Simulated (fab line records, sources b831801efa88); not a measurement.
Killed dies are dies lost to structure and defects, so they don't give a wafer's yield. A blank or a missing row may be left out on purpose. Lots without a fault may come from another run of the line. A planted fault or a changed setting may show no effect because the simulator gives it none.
fab line records | flow sfq_line
record lots=5 wafers=23
route steps=325 shown I2@108 M3@119 I3@134 M4@149 JJ@180
start_h: hours from the record's first day to the start of the lot's first wafer shown | wait_h: hours since the lot's step before | " the same as in the row above | L1.1+2: a row that stands for several wafers | - no value, or no start given | * or withheld: withheld | < > ~ a bound
route shown NAME@n: a module of which the file shows steps, and the number in the route of the first | usual: mean/standard deviation of fault-free wafers | same: alike in all rows | chamber/n: place in a boat | sites: the reading at each site | _std_site: their standard deviation | _edge_site: outer sites' mean less inner sites' | radius_mm: how far each site lies from the wafer's centre | mask NAME#n: copy n | behind: the tool/chamber that last shaped the wafer | hold: why the lot was held/for how many hours/how that ended | device: the transistor (n, p or np) that didn't switch | end of line: the same wafers' tests at the end of the route | a step without rows: its recipe alone | killed: dies lost to structure and defects at the first sort, not the wafer's yield | map: a wafer's dies, x killed, . not, _ none there
set.NAME: the setting as run; set.NAME@STEP: as run at that earlier step | model.NAME: the simulator's own value behind a step, which no gauge read
lots whose settings were changed on purpose; a table a step, a row a wafer
## steps
# step SFQ_TRILAYER_I2_VIA_LITHO_COAT_067
# recipe resist=KrF spin_rpm=3000 resist_thk_nm=650
# columns lot.wafer tool chamber start_h wait_h set.spin_rpm model.KrF_of_TRILAYER_I2_VIA_LITHO_COAT_067.thk_nm
L077.1 litho_track-01 0 719.22 0.2 3000 650.2
L077.2 " 0 " " 3000 650.4
L077.3 " 0 " " 3000 652.8
L082.1 litho_track-01 0 780.82 0.2 3000 652.8
L082.2 " 0 " " 3120 640.9
L082.3+6 " 0 " " 3000 651.9
L082.5 " 0 " " 3120 636.7
L083.1+4 litho_track-01 0 795.82 0.2 3000 650.8
L083.2 " 0 " " 3000 653.2
L083.5 " 0 " " 3000 652
L083.6 " 0 " " 3000 652.1
L084.1 litho_track-01 0 813.82 0.2 2827 671.9
L084.2 " 0 " " 3000 651
L084.3 " 0 " " 2827 670.7
L084.4 " 0 " " 3000 654.4
L084.5 " 0 " " 3000 651.6
L085.1+2 litho_track-03 0 827.25 0.2 3000 651.1
L085.3 " 0 " " 3000 650.7
L085.4 " 0 " " 3000 650.9
L085.5 " 0 " " 3000 648.5
# step SFQ_TRILAYER_I2_VIA_LITHO_SOFTBAKE_071
# recipe temp_c=withheld time_s=withheld resist=KrF
# step SFQ_TRILAYER_I2_VIA_LITHO_EXPOSE_068
# recipe mask_id=I2 na=0.6 source_shape=conventional sigma_outer=0.65 target_cd_nm=500 dose_mj=21.3
# step SFQ_TRILAYER_I2_VIA_LITHO_DEVELOP_069
# recipe time_s=60 resist=KrF
# step SFQ_TRILAYER_I2_VIA_BARC_OPEN_VIA_ETCH_096
# recipe mask_material=PR chemistry=O2 target_depth_nm=125 target=BARC source_w=500 bias_w=80 pressure_mtorr=30 time_s=41.7
# columns lot.wafer tool chamber start_h wait_h set.spin_rpm@TRILAYER_I2_VIA_LITHO_COAT_067 model.KrF_of_TRILAYER_I2_VIA_LITHO_COAT_067.thk_nm
L077.1 rie_diel-04 0 868.07 0.0 3000 572
L077.2 " 2 " " 3000 571
L077.3 " 3 " " 3000 575.1
L082.1 rie_diel-04 0 923.40 0.0 3000 574.8
L082.2 " 2 " " 3120 562
L082.3 " 3 " " 3000 574.2
L082.5 " 0 " " 3120 558.8
L082.6 " 2 " " 3000 572.8
L083.1 rie_diel-04 2 933.12 0.0 3000 571.8
L083.2 " 3 " " 3000 575.1
L083.4 " 0 " " 3000 572.8
L083.5 " 3 " " 3000 574.1
L083.6 " 2 " " 3000 573.3
L084.1 rie_diel-04 1 948.97 0.0 2827 594.9
L084.2 " 2 " " 3000 572.2
L084.3 " 0 " " 2827 593.9
L084.4 " 3 " " 3000 575.8
L084.5 " 0 " " 3000 574.4
L085.1 rie_diel-02 2 964.57 0.0 3000 573.7
L085.2 " 0 " " 3000 575.5
L085.3 " 1 " " 3000 574.5
L085.4 " 3 " " 3000 574.4
L085.5 " 1 " " 3000 572.1
# step SFQ_TRILAYER_I2_VIA_ETCH_VIA_ETCH_070
# recipe target=SiO2 stop_on=Nb mask_material=PR taper_deg=20 chemistry=CHF3 target_depth_nm=260 source_w=500 bias_w=80 pressure_mtorr=30 time_s=withheld
# columns lot.wafer tool chamber start_h wait_h set.spin_rpm@TRILAYER_I2_VIA_LITHO_COAT_067 model.KrF_of_TRILAYER_I2_VIA_LITHO_COAT_067.thk_nm
L077.1 rie_diel-04 0 868.11 0.0 3000 525.8
L077.2 " 2 " " 3000 524.1
L077.3 " 3 " " 3000 529.1
L082.1 rie_diel-04 0 923.44 0.0 3000 528.6
L082.2 " 2 " " 3120 514.7
L082.3 " 3 " " 3000 528.8
L082.5 " 0 " " 3120 512.6
L082.6 " 2 " " 3000 525.9
L083.1 rie_diel-04 2 933.16 0.0 3000 526
L083.2 " 3 " " 3000 529.9
L083.4 " 0 " " 3000 527.9
L083.5 " 3 " " 3000 529
L083.6 " 2 " " 3000 527.3
L084.1 rie_diel-04 1 949.01 0.0 2827 550
L084.2 " 2 " " 3000 526.2
L084.3 " 0 " " 2827 548.8
L084.4 " 3 " " 3000 530.1
L084.5 " 0 " " 3000 529.4
L085.1 rie_diel-02 2 964.61 0.0 3000 528.4
L085.2 " 0 " " 3000 531.7
L085.3 " 1 " " 3000 530.5
L085.4 " 3 " " 3000 530.7
L085.5 " 1 " " 3000 527.9
# step SFQ_TRILAYER_M3_DEP_SPUTTER_073
# recipe material=Nb base_pressure_pa=1.33e-06 chamber_pressure_pa=0.1333 substrate_temp_c=20 resputter_cathode_voltage_v=400 target_thk_nm=200 power_w=2000 time_s=133.3
# columns lot.wafer tool chamber start_h wait_h set.power_w model.Nb_of_TRILAYER_M3_DEP_SPUTTER_073.thk_nm
L077.1 pvd_sputter-03 - 869.03 0.0 2000 198.5
L077.2 " - " " 2000 199.3
L077.3 " - " " 2000 199.9
L082.1 pvd_sputter-05 - 924.96 0.0 2000 198.7
L082.2 " - " " 1772 173.8
L082.3 " - " " 1772 180.8
L082.5 " - " " 1772 180.7
L082.6 " - " " 2000 199.3
L083.1 pvd_sputter-05 - 934.08 0.0 2000 205.6
L083.2 " - " " 2231 222.4
L083.4 " - " " 2231 221.4
L083.5 " - " " 2000 198.4
L083.6 " - " " 2000 198.7
L084.1 pvd_sputter-06 - 949.93 0.0 2000 200.4
L084.2 " - " " 1920 198.7
L084.3 " - " " 2000 203.3
L084.4 " - " " 1920 195.7
L084.5 " - " " 2000 206.5
L085.1 pvd_sputter-06 - 966.13 0.0 2060 206.7
L085.2 " - " " 2000 201.9
L085.3 " - " " 2060 203
L085.4 " - " " 2000 198.4
L085.5 " - " " 2000 202.8
# step SFQ_M3_RS_MEAS_919
# recipe thk_meas_gauge=four-point-probe reads=Nb_of_TRILAYER_M3_DEP_SPUTTER_073
# usual M3_NB_RS=0.896/0.013
# columns lot.wafer tool chamber start_h wait_h set.power_w@TRILAYER_M3_DEP_SPUTTER_073 M3_NB_RS[ohm/sq]
L077.1 film_metro-04 - 869.12 0.0 2000 0.897
L077.2 " - " " 2000 0.894
L077.3 " - " " 2000 0.891
L082.1 film_metro-02 - 925.05 0.0 2000 0.894
L082.2 " - " " 1772 1.024
L082.3 " - " " 1772 0.984
L082.5 " - " " 1772 0.986
L082.6 " - " " 2000 0.893
L083.1 film_metro-02 - 934.17 0.0 2000 0.864
L083.2 " - " " 2231 0.799
L083.4 " - " " 2231 0.804
L083.5 " - " " 2000 0.898
L083.6 " - " " 2000 0.897
L084.1 film_metro-03 - 950.02 0.0 2000 0.889
L084.2 " - " " 1920 0.896
L084.3 " - " " 2000 0.877
L084.4 " - " " 1920 0.909
L084.5 " - " " 2000 0.861
L085.1 film_metro-03 - 966.22 0.0 2060 0.858
L085.2 " - " " 2000 0.879
L085.3 " - " " 2060 0.879
L085.4 " - " " 2000 0.898
L085.5 " - " " 2000 0.878
# step SFQ_TRILAYER_M3_LITHO_COAT_075
# recipe resist=KrF spin_rpm=3000 resist_thk_nm=600
# columns lot.wafer tool chamber start_h wait_h set.spin_rpm
L077.1+2+3 litho_track-04 0 869.60 0.2 3000
L082.1+2+6 litho_track-02 0 925.53 0.2 3000
L082.3+5 " 0 " " 3092
L083.1+2+4+5+6 litho_track-01 0 934.65 0.2 3000
L084.1+2+3+4+5 litho_track-04 0 950.50 0.2 3000
L085.1+4+5 litho_track-01 0 966.70 0.2 3000
L085.2+3 " 0 " " 3069
# step SFQ_TRILAYER_M3_LITHO_SOFTBAKE_079
# recipe temp_c=withheld time_s=withheld resist=KrF
# step SFQ_TRILAYER_M3_LITHO_EXPOSE_076
# recipe mask_id=M3 na=0.6 source_shape=conventional sigma_outer=0.65 target_cd_nm=500 dose_mj=14.4
# step SFQ_TRILAYER_M3_BARC_OPEN_METAL_ETCH_100
# recipe mask_material=PR chemistry=O2 target_depth_nm=125 target=BARC icp_w=600 bias_w=80 pressure_mtorr=10 time_s=41.7
# step SFQ_TRILAYER_M3_ETCH_METAL_ETCH_078
# recipe target=Nb stop_on=SiO2 mask_material=PR chemistry=Cl2/Ar target_depth_nm=240 icp_w=600 bias_w=80 pressure_mtorr=10 time_s=120
# usual oes_product_au=0.891/0.0094
# columns lot.wafer tool chamber start_h wait_h set.power_w@TRILAYER_M3_DEP_SPUTTER_073 oes_product_au
L077.1 rie_metal-04 1 891.93 0.0 2000 0.891
L077.2 " 0 " " 2000 0.892
L077.3 " 0 " " 2000 0.885
L082.1 rie_metal-02 1 927.70 0.0 2000 0.896
L082.2 " 0 " " 1772 0.818
L082.3 " 0 " " 1772 0.845
L082.5 " 1 " " 1772 0.847
L082.6 " 0 " " 2000 0.899
L083.1 rie_metal-04 0 936.70 0.0 2000 0.906
L083.2 " 1 " " 2231 0.951
L083.4 " 0 " " 2231 0.947
L083.5 " 0 " " 2000 0.896
L083.6 " 1 " " 2000 0.897
L084.1 rie_metal-04 0 952.55 0.0 2000 0.886
L084.2 " 1 " " 1920 0.890
L084.3 " 0 " " 2000 0.902
L084.4 " 1 " " 1920 0.882
L084.5 " 0 " " 2000 0.919
L085.1 rie_metal-03 1 968.77 0.1 2060 0.912
L085.2 " 0 " " 2000 0.903
L085.3 " 1 " " 2060 0.898
L085.4 " 0 " " 2000 0.886
L085.5 " 0 " " 2000 0.906
# step SFQ_TRILAYER_I3_CMP_CMP_082
# recipe material=SiO2 down_force_psi=3 platen_rpm=60 pad_velocity_m_s=0.94248
# usual time_to_endpoint_s=212/8.7
# columns lot.wafer tool chamber start_h wait_h set.down_force_psi time_to_endpoint_s
L077.2 cmp-01 3 900.65 7.8 3 197
L077.3 " 1 901.65 8.8 3 208
L077.1 " 2 " " 3 212
L082.3 cmp-01 3 936.65 8.0 2.679 233
L082.1 " 1 937.65 9.0 3 211
L082.2 " 2 " " 2.679 225
L082.6 " 3 " " 3 200
L082.5 " 0 " " 3 211
L083.1 cmp-02 1 944.38 6.7 3 220
L083.4 " 2 " " 3.203 187
L083.2 " 3 " " 3 221
L083.6 " 1 946.38 8.7 3 226
L083.5 " 2 " " 3.203 200
L084.1 cmp-02 1 962.38 8.7 3 222
L084.3 " 2 " " 3.39 177
L084.2 " 3 " " 3 215
L084.4 " 0 " " 3 214
L084.5 " 2 964.88 11.1 3.39 186
L085.1 cmp-01 1 978.65 8.5 3 222
L085.4 " 2 " " 3 219
L085.2 " 3 " " 3 213
L085.3 " 0 " " 3 212
L085.5 " 2 981.15 11.0 3 216
# step SFQ_TRILAYER_M4_DEP_SPUTTER_091
# recipe material=Nb base_pressure_pa=1.33e-06 chamber_pressure_pa=0.1333 substrate_temp_c=20 resputter_cathode_voltage_v=400 target_thk_nm=200 power_w=2000 time_s=133.3
# columns lot.wafer tool chamber start_h wait_h set.time_s model.Nb_of_TRILAYER_M4_DEP_SPUTTER_091.thk_nm
L077.1 pvd_sputter-03 - 908.67 0.0 133.3 196.8
L077.2 " - " " 133.3 197.5
L077.3 " - " " 133.3 196.2
L082.1 pvd_sputter-06 - 1079.12 0.0 133.3 198.4
L082.2 " - " " 133.3 199.4
L082.3 " - " " 133.3 197.9
L082.5 " - " " 133.3 201.4
L082.6 " - " " 133.3 199.3
L083.1 pvd_sputter-06 - 1085.72 0.0 133.3 199.5
L083.2 " - " " 147.7 221.6
L083.4 " - " " 133.3 201.4
L083.5 " - " " 133.3 199
L083.6 " - " " 147.7 220.8
L084.1 pvd_sputter-06 - 1102.66 0.0 133.3 197
L084.2 " - " " 141.8 211.8
L084.3 " - " " 141.8 210.9
L084.4 " - " " 133.3 198.4
L084.5 " - " " 133.3 197.4
L085.1 pvd_sputter-06 - 1117.52 0.0 133.3 196
L085.2 " - " " 116.7 171.9
L085.3 " - " " 116.7 171.7
L085.4 " - " " 133.3 198.4
L085.5 " - " " 116.7 171.8
# step SFQ_M4_RS_MEAS_924
# recipe thk_meas_gauge=four-point-probe reads=Nb_of_TRILAYER_M4_DEP_SPUTTER_091
# usual M4_NB_RS=0.898/0.0099
# columns lot.wafer tool chamber start_h wait_h set.time_s@TRILAYER_M4_DEP_SPUTTER_091 M4_NB_RS[ohm/sq]
L077.1 film_metro-03 - 908.76 0.0 133.3 0.904
L077.2 " - " " 133.3 0.901
L077.3 " - " " 133.3 0.908
L082.1 film_metro-01 - 1079.21 0.0 133.3 0.898
L082.2 " - " " 133.3 0.895
L082.3 " - " " 133.3 0.902
L082.5 " - " " 133.3 0.885
L082.6 " - " " 133.3 0.893
L083.1 film_metro-02 - 1085.81 0.0 133.3 0.892
L083.2 " - " " 147.7 0.803
L083.4 " - " " 133.3 0.884
L083.5 " - " " 133.3 0.894
L083.6 " - " " 147.7 0.808
L084.1 film_metro-01 - 1102.75 0.0 133.3 0.905
L084.2 " - " " 141.8 0.840
L084.3 " - " " 141.8 0.845
L084.4 " - " " 133.3 0.899
L084.5 " - " " 133.3 0.902
L085.1 film_metro-03 - 1117.61 0.0 133.3 0.907
L085.2 " - " " 116.7 1.036
L085.3 " - " " 116.7 1.038
L085.4 " - " " 133.3 0.895
L085.5 " - " " 116.7 1.037
# step SFQ_TRILAYER_M4_LITHO_COAT_093
# recipe resist=KrF spin_rpm=3000 resist_thk_nm=600
# columns lot.wafer tool chamber start_h wait_h set.resist_thk_nm model.KrF_of_TRILAYER_M4_LITHO_COAT_093.thk_nm
L077.1+3 litho_track-01 0 909.24 0.2 600 599.4
L077.2 " 0 " " 600 598.9
L082.1 litho_track-01 0 1079.69 0.2 600 597.6
L082.2 " 0 " " 600 596.9
L082.3 " 0 " " 587.3 584.6
L082.5 " 0 " " 600 598.3
L082.6 " 0 " " 587.3 585.4
L083.1 litho_track-01 0 1086.29 0.2 600 599.3
L083.2+6 " 0 " " 580.3 -
L083.4 " 0 " " 600 597.3
L083.5 " 0 " " 580.3 580.7
L084.1 litho_track-01 0 1103.23 0.2 600 601.7
L084.2+3 " 0 " " 600 -
L084.4 " 0 " " 614.7 615.9
L084.5 " 0 " " 614.7 616.6
L085.1 litho_track-03 0 1118.09 0.2 569.8 569
L085.2 " 0 " " 569.8 -
L085.3+5 " 0 " " 600 -
L085.4 " 0 " " 569.8 567.8
# step SFQ_TRILAYER_M4_LITHO_PEB_096
# recipe peb_temp_c=115 peb_time_s=60 resist=KrF
# columns lot.wafer tool chamber start_h wait_h set.peb_time_s
L077.1+2+3 litho_track-01 0 1043.51 1.0 60
L082.1+6 litho_track-02 0 1203.25 1.0 63.16
L082.2+3+5 " 0 " " 60
L083.1+2+4 litho_track-03 0 1209.25 1.0 60
L083.5+6 " 0 " " 65.44
L084.1+2+3+4+5 litho_track-02 0 1223.65 1.0 60
L085.1+3 litho_track-03 0 1235.77 1.0 60
L085.2+4+5 " 0 " " 66.87
# step SFQ_TRILAYER_M4_LITHO_DEVELOP_095
# recipe time_s=60 resist=KrF
# step SFQ_TRILAYER_M4_BARC_OPEN_METAL_ETCH_123
# recipe mask_material=PR chemistry=O2 target_depth_nm=125 target=BARC icp_w=600 bias_w=77.04 pressure_mtorr=10 time_s=41.7
# columns lot.wafer tool chamber start_h wait_h set.resist_thk_nm@TRILAYER_M4_LITHO_COAT_093 set.peb_time_s@TRILAYER_M4_LITHO_PEB_096 model.KrF_of_TRILAYER_M4_LITHO_COAT_093.thk_nm model.M4.cd_nm
L077.1 rie_metal-04 0 1043.84 0.0 600 60 522.9 501.6
L077.2 " 1 " " 600 60 523.9 501.5
L077.3 " 1 " " 600 60 524 501.2
L082.1 rie_metal-02 1 1203.58 0.0 600 63.16 518.9 490.3
L082.2 " 0 " " 600 60 519.9 498.9
L082.3 " 0 " " 587.3 60 507.1 498
L082.5 " 1 " " 600 60 519.6 497.5
L082.6 " 0 " " 587.3 63.16 508.6 491.7
L083.1 rie_metal-04 0 1209.58 0.0 600 60 523.7 498.5
L083.2 " 1 " " 580.3 60 - 498.8
L083.4 " 1 " " 600 60 523 498
L083.5 " 1 " " 580.3 65.44 505.9 486.5
L083.6 " 0 " " 580.3 65.44 - 487.3
L084.1 rie_metal-01 0 1223.98 0.0 600 60 527 500.7
L084.2 " 1 " " 600 60 - 500.4
L084.3 " 0 " " 600 60 - 499.5
L084.4 " 1 " " 614.7 60 540 500.7
L084.5 " 1 " " 614.7 60 541.2 500.7
L085.1 rie_metal-01 1 1236.11 0.0 569.8 60 494 501
L085.2 " 0 " " 569.8 66.87 - 484.1
L085.3 " 1 " " 600 60 - 500.6
L085.4 " 0 " " 569.8 66.87 492.1 483.5
L085.5 " 0 " " 600 66.87 - 484.1
# step SFQ_TRILAYER_M4_ETCH_METAL_ETCH_096
# recipe target=Nb stop_on=SiO2 mask_material=PR chemistry=Cl2/Ar target_depth_nm=240 icp_w=600 bias_w=80 pressure_mtorr=10 time_s=120
# usual oes_product_au=0.890/0.0069
# columns lot.wafer tool chamber start_h wait_h set.bias_w set.time_s@TRILAYER_M4_DEP_SPUTTER_091 set.resist_thk_nm@TRILAYER_M4_LITHO_COAT_093 set.peb_time_s@TRILAYER_M4_LITHO_PEB_096 oes_product_au model.KrF_of_TRILAYER_M4_LITHO_COAT_093.thk_nm model.M4.cd_nm
L077.1 rie_metal-04 0 1043.90 0.0 80 133.3 600 60 0.885 382.4 501.1
L077.2 " 1 " " 80 133.3 600 60 0.885 386.5 499.6
L077.3 " 1 " " 80 133.3 600 60 0.887 388 499.3
L082.1 rie_metal-02 1 1203.64 0.0 80 133.3 600 63.16 0.887 370.6 490.9
L082.2 " 0 " " 77.47 133.3 600 60 0.892 378.2 499
L082.3 " 0 " " 80 133.3 587.3 60 0.889 361.7 498.5
L082.5 " 1 " " 80 133.3 600 60 0.899 371.8 497.3
L082.6 " 0 " " 77.47 133.3 587.3 63.16 0.890 366 491.9
L083.1 rie_metal-04 0 1209.64 0.0 80 133.3 600 60 0.893 383.7 498.7
L083.2 " 1 " " 80 147.7 580.3 60 0.951 - 498.5
L083.4 " 1 " " 86.08 133.3 600 60 0.904 385.1 497.4
L083.5 " 1 " " 86.08 133.3 580.3 65.44 0.888 366.2 485.6
L083.6 " 0 " " 86.08 147.7 580.3 65.44 0.950 - 485.2
L084.1 rie_metal-01 0 1224.04 0.0 80 133.3 600 60 0.885 387 500.8
L084.2 " 1 " " 80 141.8 600 60 0.924 - 500.6
L084.3 " 0 " " 80 141.8 600 60 0.923 - 499.3
L084.4 " 1 " " 80 133.3 614.7 60 0.888 399.2 500.6
L084.5 " 1 " " 80 133.3 614.7 60 0.887 399.3 501.5
L085.1 rie_metal-01 1 1236.17 0.0 88.51 133.3 569.8 60 0.882 350 501.7
L085.2 " 0 " " 80 116.7 569.8 66.87 0.813 - 484.4
L085.3 " 1 " " 88.51 116.7 600 60 0.821 - 501.6
L085.4 " 0 " " 88.51 133.3 569.8 66.87 0.892 346.9 483.9
L085.5 " 0 " " 80 116.7 600 66.87 0.825 - 484.5
# step SFQ_TRILAYER_JJ_TRILAYER_DEP_SPUTTER_110
# recipe material=Al base_pressure_pa=1.33e-06 target_thk_nm=8 power_w=500 time_s=10 chamber_pressure_pa=0.4
# columns lot.wafer tool chamber start_h wait_h set.time_s model.Al_of_TRILAYER_JJ_TRILAYER_DEP_SPUTTER_110.thk_nm
L077.1 pvd_sputter-04 - 1174.12 0.0 10 8.001
L077.2 " - " " 10 8.152
L077.3 " - " " 10 7.888
L082.1 pvd_sputter-06 - 1212.26 0.0 8.916 6.944
L082.2 " - " " 8.916 6.639
L082.3 " - " " 8.916 7.149
L082.5 " - " " 10 7.916
L082.6 " - " " 10 7.827
L083.1 pvd_sputter-04 - 1218.49 0.0 10 8.163
L083.2 " - " " 9.013 7.32
L083.4 " - " " 9.013 7.565
L083.5 " - " " 10 8.136
L083.6 " - " " 10 8.305
L084.1 pvd_sputter-06 - 1232.78 0.0 10 7.657
L084.2 " - " " 10 7.455
L084.3 " - " " 10 7.914
L084.4 " - " " 10 7.812
L084.5 " - " " 10 7.847
L085.1 pvd_sputter-05 - 1245.01 0.0 10 8.071
L085.2 " - " " 10 8.051
L085.3 " - " " 10 8.15
L085.4 " - " " 10 8.001
L085.5 " - " " 10 7.999
# step SFQ_TRILAYER_JJ_CE_LITHO_COAT_114
# recipe resist=KrF spin_rpm=3000 resist_thk_nm=600
# columns lot.wafer tool chamber start_h wait_h set.resist_thk_nm model.KrF_of_TRILAYER_JJ_CE_LITHO_COAT_114.thk_nm
L077.1 litho_track-02 0 1175.70 0.2 600 601.7
L077.2 " 0 " " 600 599.3
L077.3 " 0 " " 600 600.5
L082.1 litho_track-02 0 1213.84 0.2 566.8 565.2
L082.2 " 0 " " 600 597.3
L082.3 " 0 " " 600 596
L082.5 " 0 " " 566.8 565.3
L082.6 " 0 " " 566.8 565.4
L083.1 litho_track-02 0 1220.07 0.2 600 599.3
L083.2 " 0 " " 600 600.6
L083.4 " 0 " " 600 599.4
L083.5 " 0 " " 600 600
L083.6 " 0 " " 600 597.9
L084.1 litho_track-02 0 1234.36 0.2 631.5 634.2
L084.2 " 0 " " 600 602.9
L084.3 " 0 " " 631.5 635.2
L084.4 " 0 " " 631.5 635.4
L084.5 " 0 " " 600 604.8
L085.1 litho_track-04 0 1246.59 0.2 588.4 589.6
L085.2 " 0 " " 600 601
L085.3 " 0 " " 588.4 588.8
L085.4 " 0 " " 600 600.4
L085.5 " 0 " " 588.4 591
## key
split step=SFQ_TRILAYER_I2_VIA_LITHO_COAT_067 setting=spin_rpm stated=3000 by=wafer
response step=SFQ_TRILAYER_I2_VIA_LITHO_COAT_067 reading=model.KrF_of_TRILAYER_I2_VIA_LITHO_COAT_067.thk_nm change=-3.31 per=1% r=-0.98
response step=SFQ_TRILAYER_I2_VIA_BARC_OPEN_VIA_ETCH_096 reading=model.KrF_of_TRILAYER_I2_VIA_LITHO_COAT_067.thk_nm change=-3.47 per=1% r=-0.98
response step=SFQ_TRILAYER_I2_VIA_ETCH_VIA_ETCH_070 reading=model.KrF_of_TRILAYER_I2_VIA_LITHO_COAT_067.thk_nm change=-3.58 per=1% r=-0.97
split step=SFQ_TRILAYER_M3_DEP_SPUTTER_073 setting=power_w stated=2000 by=wafer
response step=SFQ_TRILAYER_M3_DEP_SPUTTER_073 reading=model.Nb_of_TRILAYER_M3_DEP_SPUTTER_073.thk_nm change=+1.78 per=1% r=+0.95
response step=SFQ_M3_RS_MEAS_919 reading=M3_NB_RS change=-0.00806 per=1% r=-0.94
response step=SFQ_TRILAYER_M3_ETCH_METAL_ETCH_078 reading=oes_product_au change=+0.00466 per=1% r=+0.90
split step=SFQ_TRILAYER_M3_LITHO_COAT_075 setting=spin_rpm stated=3000 by=wafer
response none clear
split step=SFQ_TRILAYER_I3_CMP_CMP_082 setting=down_force_psi stated=3 by=wafer
response step=SFQ_TRILAYER_I3_CMP_CMP_082 reading=time_to_endpoint_s change=* per=1% r=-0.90
split step=SFQ_TRILAYER_M4_DEP_SPUTTER_091 setting=time_s stated=133.3 by=wafer
response step=SFQ_TRILAYER_M4_DEP_SPUTTER_091 reading=model.Nb_of_TRILAYER_M4_DEP_SPUTTER_091.thk_nm change=+2.03 per=1% r=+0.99
response step=SFQ_M4_RS_MEAS_924 reading=M4_NB_RS change=-0.00956 per=1% r=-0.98
response step=SFQ_TRILAYER_M4_ETCH_METAL_ETCH_096 reading=oes_product_au change=+0.00535 per=1% r=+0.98
split step=SFQ_TRILAYER_M4_LITHO_COAT_093 setting=resist_thk_nm stated=600 by=wafer
response step=SFQ_TRILAYER_M4_LITHO_COAT_093 reading=model.KrF_of_TRILAYER_M4_LITHO_COAT_093.thk_nm change=+5.69 per=1% r=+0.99
response step=SFQ_TRILAYER_M4_BARC_OPEN_METAL_ETCH_123 reading=model.KrF_of_TRILAYER_M4_LITHO_COAT_093.thk_nm change=+5.43 per=1% r=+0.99
response step=SFQ_TRILAYER_M4_ETCH_METAL_ETCH_096 reading=model.KrF_of_TRILAYER_M4_LITHO_COAT_093.thk_nm change=+5.09 per=1% r=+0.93
split step=SFQ_TRILAYER_M4_LITHO_PEB_096 setting=peb_time_s stated=60 by=wafer
response step=SFQ_TRILAYER_M4_BARC_OPEN_METAL_ETCH_123 reading=model.M4.cd_nm change=-1.39 per=1% r=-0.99
response step=SFQ_TRILAYER_M4_ETCH_METAL_ETCH_096 reading=model.M4.cd_nm change=-1.46 per=1% r=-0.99
split step=SFQ_TRILAYER_M4_ETCH_METAL_ETCH_096 setting=bias_w stated=80 by=wafer
response none clear
split step=SFQ_TRILAYER_JJ_TRILAYER_DEP_SPUTTER_110 setting=time_s stated=10 by=wafer
response step=SFQ_TRILAYER_JJ_TRILAYER_DEP_SPUTTER_110 reading=model.Al_of_TRILAYER_JJ_TRILAYER_DEP_SPUTTER_110.thk_nm change=+0.0833 per=1% r=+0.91
split step=SFQ_TRILAYER_JJ_CE_LITHO_COAT_114 setting=resist_thk_nm stated=600 by=wafer
response step=SFQ_TRILAYER_JJ_CE_LITHO_COAT_114 reading=model.KrF_of_TRILAYER_JJ_CE_LITHO_COAT_114.thk_nm change=+5.77 per=1% r=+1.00
